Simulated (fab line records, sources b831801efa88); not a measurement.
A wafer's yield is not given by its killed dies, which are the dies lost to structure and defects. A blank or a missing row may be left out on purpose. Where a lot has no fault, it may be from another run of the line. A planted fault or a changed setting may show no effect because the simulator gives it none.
Chamber matching | flow gf180mcu | 4 sister chambers for GF_STI_ETCH_14 on rie_si-01
The step etches Si in HBr/Cl2/O2, target depth 360 nm, time 102.9 s. 4 wafers are shown with their chamber, then 7 later ones without.

== EACH WAFER AND ITS CHAMBER ==
wafer  | chamber | drypump_motor_current_A (A)
L318.4 | 3       | 5.7
L318.5 | 0       | 5.3
L323.2 | 1       | 5.2
L323.4 | 2       | 4.9

== WAFERS WITHOUT THEIR CHAMBER ==
wafer  | drypump_motor_current_A (A)
L324.3 | 4.9
L335.2 | 5.2
L335.3 | 4.8
L335.5 | 5.2
L336.1 | 5.2
L336.5 | 5.6
L336.6 | 4.9

== CHAMBER TAKEN BY EACH ==
wafer  | from the rows above     | in truth
L324.3 | 2                       | 2
L335.2 | can't be placed: 1 or 0 | 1
L335.3 | 2                       | 2
L335.5 | can't be placed: 1 or 0 | 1
L336.1 | can't be placed: 1 or 0 | 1
L336.5 | 3                       | 3
L336.6 | 2                       | 2
4 of 7 placed correctly. Unplaceable from these rows: 3, with the true chamber sitting among the candidates in 3. Placed wrongly: 0.
How it was worked out, from the rows above alone: a wafer's distance from a chamber is the root of the sum, over the readings, of the square of ((its reading less the chamber's mean) divided by the reading's scatter). The wafer belongs to the nearest chamber; if the next one is less than 2 further off, it can't be placed. Each chamber's mean is taken over the wafers shown for it. The scatter (one wafer shown for each chamber): square how far every hidden wafer sits from the nearest shown wafer, average those squares and take the square root.
